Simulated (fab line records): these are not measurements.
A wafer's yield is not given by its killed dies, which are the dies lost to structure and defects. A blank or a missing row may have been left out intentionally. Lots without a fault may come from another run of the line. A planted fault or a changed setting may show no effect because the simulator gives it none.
One fault through the eyes of 2 desks / flow gf180mcu / each desk has only its own numbers; what lay behind them comes last

## FOR THE TOOL OWNER'S DESK: pecvd-03
The tool's own readings at GF_V3_CVD_02 (deposits SiO2 from TEOS, target thk 850 nm, time 94.851 s): means of the sampled wafers that have a number, for each lot that ran on this tool. A lot is out of limits, marked OUT, if its mean lies more than 4 standard deviations from the usual mean; the brackets give that distance.
Columns: A = heaterPowerW at GF_V3_CVD_02, usual 626 W; B = rfFwdPowerW at GF_V3_CVD_02, usual 596.3 W
lot=L307; first seen here=day 22 19:32; A=590; B=596.6
lot=L308; first seen here=day 23 04:18; A=609; B=596.8
lot=L310; first seen here=day 23 16:47; A=501; B=597.4
lot=L316; first seen here=day 25 23:05; A=568; B=596.5
lot=L317; first seen here=day 26 10:08; A=571; B=598.3
lot=L320; first seen here=day 27 01:47; A=546; B=596.0
lot=L319; first seen here=day 27 05:28; A=568; B=596.3
This desk's finding: nothing out of limits on any of the 7 lots.

## FROM THE METROLOGY DESK
Lot by lot, what the gauges showed, no matter which tool ran the lot: averages of those sampled wafers that carry a number. A lot is out of limits, marked OUT, if its mean lies more than 4 standard deviations from the usual mean; the brackets give that distance.
Columns: A = M3_ALCU_THK at GF_M3_THK_MEAS_06, usual 453 nm; B = V3_CVD_00_THK at GF_V3_THK_MEAS_01, usual 601 nm; C = V3_CVD_02_THK at GF_V3_THK_MEAS_03, usual 844 nm; D = cdNm at GF_V3_CD_MEAS_14, usual 260.1 nm
lot=L303; first seen here=day 20 08:46; A=456; B=598; C=855; D=260.6
lot=L307; first seen here=day 21 20:10; A=450; B=608; C=830; D=260.0
lot=L308; first seen here=day 22 03:58; A=454; B=608; C=841; D=259.9
lot=L310; first seen here=day 22 17:11; A=449; B=596; C=841; D=261.3
lot=L311; first seen here=day 23 07:22; A=452; B=608; C=851; D=260.2
lot=L315; first seen here=day 24 16:06; A=453; B=604; C=851; D=261.8
lot=L316; first seen here=day 25 02:29; A=459; B=594; C=852; D=260.0
lot=L317; first seen here=day 25 12:35; A=458; B=595; C=845; D=259.8
lot=L318; first seen here=day 25 21:25; A=451; B=602; C=844; D=258.1
lot=L320; first seen here=day 26 05:28; A=447; B=602; C=928 (+7.6) OUT; D=259.8
lot=L319; first seen here=day 26 08:32; A=444; B=601; C=1002 (+14) OUT; D=259.9
lot=L324; first seen here=day 27 15:52; A=452; B=605; C=853; D=260.1
Per this desk, out of limits: L319, L320; the first was L320, day 27 01:52 (V3_CVD_02_THK at GF_V3_THK_MEAS_03). L303, L307, L308, L310, L311, L315, L316, L317, L318, L324: within limits.

## ALL TOGETHER
On L319, L320, the metrology desk was in a position to raise an alarm at day 27 01:52.
Nothing out of limits was seen by the tool owner's desk.
On record at the tool owner's desk: L319, L320, within its limits.
The lots listed all ran GF_V3_CVD_02 on pecvd-03.

## WHAT THE SIMULATOR HAD PUT IN
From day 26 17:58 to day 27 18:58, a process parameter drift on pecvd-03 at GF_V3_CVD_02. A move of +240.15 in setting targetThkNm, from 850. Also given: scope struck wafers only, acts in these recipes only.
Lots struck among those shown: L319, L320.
Delay in hours, fault start to first out-of-limits reading, per desk: metrology desk 8.
